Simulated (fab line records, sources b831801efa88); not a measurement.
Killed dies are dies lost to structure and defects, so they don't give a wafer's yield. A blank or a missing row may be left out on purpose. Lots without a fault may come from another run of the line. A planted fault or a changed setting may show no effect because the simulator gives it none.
One fault seen from 2 desks | flow gf180mcu | each desk has only its own numbers; what lay behind them comes last

THE TOOL OWNER'S DESK: krf_scanner-02
The tool's own readings at GF_M4_EXPOSE_11 (exposes mask Metal4, target cd 280 nm): means of the sampled wafers that have a number, for each lot that ran on this tool. A lot is out of limits, marked OUT, if its mean lies more than 4 standard deviations from the usual mean; the brackets give that distance.
Columns: A = exposure_dose_mJ_cm2 at GF_M4_EXPOSE_11, usual 27.97
lot  | first seen here | A
L486 | day 23 09:40    | 28.00
L488 | day 24 04:08    | 27.95
L492 | day 25 09:31    | 27.97
L494 | day 26 04:46    | 27.95
L500 | day 27 23:11    | 27.99
L503 | day 28 17:03    | 27.95
L508 | day 29 22:08    | 32.00 (+99 or more) OUT
L509 | day 30 11:36    | 31.18 (+99 or more) OUT
This desk's finding: out of limits on L508, L509; first on L508, day 29 22:08 (exposure_dose_mJ_cm2 at GF_M4_EXPOSE_11). In limits: L486, L488, L492, L494, L500, L503.

THE METROLOGY DESK
What the gauges read, lot by lot, whatever tool the lot ran on: means of the sampled wafers that have a number. A lot is out of limits, marked OUT, if its mean lies more than 4 standard deviations from the usual mean; the brackets give that distance.
Columns: A = cd_nm at GF_V3_CD_MEAS_14, usual 260.3 nm; B = V3_OVL at GF_V3_OVL_MEAS_15, usual 3 nm; C = cd_nm at GF_M4_CD_MEAS_14, usual 279.7 nm
lot  | first seen here | A     | B  | C
L486 | day 22 19:46    | 260.8 | 7  | 280.4
L488 | day 23 15:27    | 259.5 | -3 | 281.4
L491 | day 24 17:33    | 261.9 | 3  | 279.1
L492 | day 24 20:33    | 263.1 | 6  | 278.9
L494 | day 25 16:37    | 262.2 | 9  | 278.8
L495 | day 25 16:43    | 260.1 | 6  | 281.2
L496 | day 25 22:30    | 260.0 | 4  | 279.7
L498 | day 26 20:41    | 260.4 | 5  | 280.7
L500 | day 27 11:58    | 260.3 | 4  | 279.9
L503 | day 28 05:21    | 261.3 | 0  | 280.0
L508 | day 29 10:40    | 258.9 | -4 | 258.9 (-19) OUT
L509 | day 30 00:18    | 259.9 | 3  | 262.3 (-16) OUT
This desk's finding: out of limits on L508, L509; first on L508, day 30 07:25 (cd_nm at GF_M4_CD_MEAS_14). In limits: L486, L488, L491, L492, L494, L495, L496, L498, L500, L503.

PUT TOGETHER
The tool owner's desk could have raised an alarm at day 29 22:08, on L508, L509.
The metrology desk could have raised an alarm at day 30 07:25, on L508, L509.
Of the lots named, all ran GF_M4_EXPOSE_11 on krf_scanner-02.

WHAT THE SIMULATOR HAD PUT IN
Process parameter drift: krf_scanner-02, from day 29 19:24 on, at GF_M4_EXPOSE_11. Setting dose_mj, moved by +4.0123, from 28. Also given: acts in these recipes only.
Lots struck among those shown: L508, L509.
Hours from the fault's start to each desk's first reading out of limits: the tool owner's desk, 3; the metrology desk, 12.
